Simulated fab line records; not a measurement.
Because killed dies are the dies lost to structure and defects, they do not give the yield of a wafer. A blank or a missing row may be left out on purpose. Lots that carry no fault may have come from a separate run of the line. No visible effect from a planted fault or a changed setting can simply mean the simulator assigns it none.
Matching of chambers	flow gf180mcu	hdpcvd-02 running GF_V4_CVD_00: 3 sister chambers
The step deposits SiO2, target thk 600 nm, time 100 s. 14 wafers are shown with their chamber, then 6 later ones without.

== WAFERS PAIRED WITH THEIR CHAMBERS ==
wafer	chamber	sih4 flow sccm (sccm)
L354.1	1	59.97
L354.5	2	59.90
L354.6	0	60.25
L356.1	2	60.13
L356.3	0	59.64
L356.4	1	60.07
L361.4	1	60.19
L361.5	0	60.48
L361.6	2	59.66
L363.3	1	60.25
L363.4	1	59.98
L363.6	0	60.10
L366.1	1	59.81
L366.3	2	60.18

SIGNATURES, as means of the wafers listed above
reading	chamber 0	chamber 1	chamber 2	scatter within a chamber
sih4 flow sccm	60.1175	60.0450	59.9675	0.248
Rule: a wafer's distance from a chamber is the root of the sum, over the readings, of the square of ((its reading less the chamber's mean) divided by the reading's scatter). If the next closest chamber is less than 2 further off than the closest, the wafer can't be placed; otherwise it belongs to the closest. The scatter is the square root of a quotient: the sum, over the shown wafers, of each reading's squared deviation from its chamber's mean, divided by wafers minus chambers.

== WAFERS WHOSE CHAMBER IS MISSING ==
wafer	sih4 flow sccm (sccm)
L366.4	60.00
L372.1	60.20
L372.4	59.74
L373.3	60.04
L374.1	59.61
L374.3	59.79

== THE CHAMBER EACH PASSED THROUGH ==
wafer	from the rows above	in truth
L366.4	can't be placed: 2 or 1 or 0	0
L372.1	can't be placed: 0 or 1 or 2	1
L372.4	can't be placed: 2 or 1 or 0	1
L373.3	can't be placed: 1 or 2 or 0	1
L374.1	can't be placed: 2 or 1 or 0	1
L374.3	can't be placed: 2 or 1 or 0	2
Correct placement for 0 of the 6. These rows do not allow placing 6 (true chamber among the candidates in 6). 0 placed wrongly.
